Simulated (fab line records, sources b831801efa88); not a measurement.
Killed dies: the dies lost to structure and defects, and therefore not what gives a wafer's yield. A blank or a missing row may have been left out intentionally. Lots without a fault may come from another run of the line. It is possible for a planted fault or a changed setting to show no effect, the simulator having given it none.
The tool behind it: which one? + flow gf180mcu + Sampling: 11 lots, 33 wafers, 4 of 602 route steps

== WHAT THE GAUGES READ, wafer by wafer ==
GF_V3_THK_MEAS_03. Usual: for V3_CVD_02_THK the level is 852 nm and the standard deviation is 11.
| lot  | measured     | on           | V3_CVD_02_THK (nm) | flag |
|------|--------------|--------------|--------------------|------|
| L410 | day 22 02:49 | filmMetro-03 | 850 855 866        |      |
| L411 | day 22 15:10 | filmMetro-01 | 848 861 870        |      |
| L412 | day 23 01:37 | filmMetro-03 | 857 864 840        |      |
| L413 | day 23 07:39 | filmMetro-03 | 326 866 864        | OFF  |
| L415 | day 24 00:50 | filmMetro-03 | 850 350 857        | OFF  |
| L424 | day 26 23:59 | filmMetro-03 | 841 853 857        |      |
| L425 | day 27 03:36 | filmMetro-02 | 848 851 862        |      |
| L426 | day 27 10:33 | filmMetro-02 | 859 864 864        |      |
| L427 | day 27 15:37 | filmMetro-02 | 825 823 836        |      |
| L429 | day 28 11:25 | filmMetro-01 | 833 858 853        |      |
| L431 | day 28 19:19 | filmMetro-03 | 847 855 861        |      |

== WHICH TOOL RAN EACH LOT (tool, then ch and the chambers of the sampled wafers, then the start) ==
| lot  | GF_V2_CMP_04                  | GF_M3_SPUTTER_00            | GF_V3_CVD_02                    |
|------|-------------------------------|-----------------------------|---------------------------------|
| L410 | cmp-02 ch 1,2,3, day 20 00:18 | pvdSputter-02, day 21 02:43 | pecvd-01 ch 0,1,2, day 22 02:44 |
| L411 | cmp-01 ch 0,1,3, day 20 12:32 | pvdSputter-01, day 21 14:57 | pecvd-01 ch 0,2, day 22 15:05   |
| L412 | cmp-02 ch 0,1,2, day 20 23:44 | pvdSputter-02, day 22 01:28 | pecvd-01 ch 0,1,2, day 23 01:32 |
| L413 | cmp-01 ch 1,2, day 21 06:49   | pvdSputter-01, day 22 07:32 | pecvd-01 ch 0,1,2, day 23 07:34 |
| L415 | cmp-01 ch 1,2,3, day 22 00:08 | pvdSputter-01, day 23 00:54 | pecvd-01 ch 0,1,2, day 24 00:46 |
| L424 | cmp-02 ch 0,2, day 25 01:52   | pvdSputter-01, day 26 01:34 | pecvd-01 ch 0,1, day 26 23:55   |
| L425 | cmp-01 ch 0,3, day 25 06:51   | pvdSputter-03, day 26 05:57 | pecvd-01 ch 0,2, day 27 03:31   |
| L426 | cmp-01 ch 0,1,3, day 25 13:09 | pvdSputter-02, day 26 12:29 | pecvd-01 ch 0,1,2, day 27 10:29 |
| L427 | cmp-02 ch 0,1,3, day 25 19:43 | pvdSputter-02, day 26 17:44 | pecvd-04 ch 0,1,2, day 27 15:32 |
| L429 | cmp-02 ch 2,3, day 26 15:47   | pvdSputter-02, day 27 14:39 | pecvd-02 ch 0,1,2, day 28 11:21 |
| L431 | cmp-02 ch 0,1,3, day 27 01:01 | pvdSputter-03, day 27 22:14 | pecvd-01 ch 1,2, day 28 19:14   |
- GF_V2_CMP_04: polishes SiO2.
- GF_M3_SPUTTER_00: material Ti, target thk 37.5 nm, time 150 s.
- GF_V3_CVD_02: deposits SiO2 from TEOS, target thk 850 nm, time 94.851 s.

== AS READ BY THE TOOLS THEMSELVES (means over the sampled wafers that have a number; for cases with no such wafer, the mark the record gives instead) ==
GF_V2_CMP_04. Usual: motorCurrentA 12.4 A, standard deviation 1.5; retainingRingPressureFrac 1.000, standard deviation 0.0053; timeToEndpointS 81 s, standard deviation 4.8.
| lot  | tool   | motorCurrentA (A) | retainingRingPressureFrac | timeToEndpointS (s) | flag |
|------|--------|-------------------|---------------------------|---------------------|------|
| L410 | cmp-02 | 12.2              | 1.000                     | 78                  |      |
| L411 | cmp-01 | 11.9              | 0.995                     | 86                  |      |
| L412 | cmp-02 | 13.2              | 1.004                     | 81                  |      |
| L413 | cmp-01 | 12.5              | 0.998                     | 83                  |      |
| L415 | cmp-01 | 12.2              | 1.002                     | 84                  |      |
| L424 | cmp-02 | 14.3              | 1.000                     | 75                  |      |
| L425 | cmp-01 | 11.1              | 1.008                     | 83                  |      |
| L426 | cmp-01 | 11.5              | 0.996                     | 89                  |      |
| L427 | cmp-02 | 12.5              | 1.003                     | 79                  |      |
| L429 | cmp-02 | 12.9              | 0.997                     | 79                  |      |
| L431 | cmp-02 | 12.1              | 0.999                     | 74                  |      |

GF_M3_SPUTTER_00. Usual: substrateTempC 200.01 C, standard deviation 0.15; throttleValvePct 29.5 %, standard deviation 0.78.
| lot  | tool          | substrateTempC (C) | throttleValvePct (%) | flag |
|------|---------------|--------------------|----------------------|------|
| L410 | pvdSputter-02 | 199.96             | 29.5                 |      |
| L411 | pvdSputter-01 | 200.21             | 29.1                 |      |
| L412 | pvdSputter-02 | 199.96             | 29.3                 |      |
| L413 | pvdSputter-01 | 199.99             | 29.7                 |      |
| L415 | pvdSputter-01 | 199.90             | 29.2                 |      |
| L424 | pvdSputter-01 | 199.86             | 29.9                 |      |
| L425 | pvdSputter-03 | 199.95             | 31.3                 |      |
| L426 | pvdSputter-02 | 200.09             | 29.0                 |      |
| L427 | pvdSputter-02 | 199.94             | 29.5                 |      |
| L429 | pvdSputter-02 | 200.06             | 29.2                 |      |
| L431 | pvdSputter-03 | 200.01             | 30.6                 |      |

GF_V3_CVD_02. Usual: heaterPowerW 659 W, standard deviation 110; runLengthS 123.1 s, standard deviation 0.47.
| lot  | tool     | heaterPowerW (W) | runLengthS (s) | flag |
|------|----------|------------------|----------------|------|
| L410 | pecvd-01 | 614              | 123.0          |      |
| L411 | pecvd-01 | 737              | 123.5          |      |
| L412 | pecvd-01 | 620              | 123.0          |      |
| L413 | pecvd-01 | 606              | 104.1          | OFF  |
| L415 | pecvd-01 | 620              | 104.0          | OFF  |
| L424 | pecvd-01 | 578              | 123.2          |      |
| L425 | pecvd-01 | 661              | 123.0          |      |
| L426 | pecvd-01 | 608              | 123.1          |      |
| L427 | pecvd-04 | 710              | 122.9          |      |
| L429 | pecvd-02 | 656              | 123.0          |      |
| L431 | pecvd-01 | 597              | 123.1          |      |

== THE ANSWER, worked out from the rows above alone ==
Rule: lot off if the mean of its wafers having a number is beyond 3 standard deviations from the usual mean. A lot without any number at a reading at which 4 lots or more have one is off too. Any other lot the step has rows for is counted as sound. Order of review: gauges by route order, followed by the tools' own readings, for which a lot's mean as printed above is used. The first step at which some lot is off is used, and at that step the reading that is off furthest; a lot without a number counts as furthest.
Off: L413, L415, at GF_V3_THK_MEAS_03 (V3_CVD_02_THK).
If a tool, at a process step before that reading, ran all the lots that are off and no sound lot after the first of them, it fits. Not tried: the gauges at GF_V3_THK_MEAS_03; whatever is off there is also off at GF_V3_CVD_02, on other tools, and gauge error can't account for it. Of those tried, none fits.

== WHAT THE SIMULATOR HAD INSERTED ==
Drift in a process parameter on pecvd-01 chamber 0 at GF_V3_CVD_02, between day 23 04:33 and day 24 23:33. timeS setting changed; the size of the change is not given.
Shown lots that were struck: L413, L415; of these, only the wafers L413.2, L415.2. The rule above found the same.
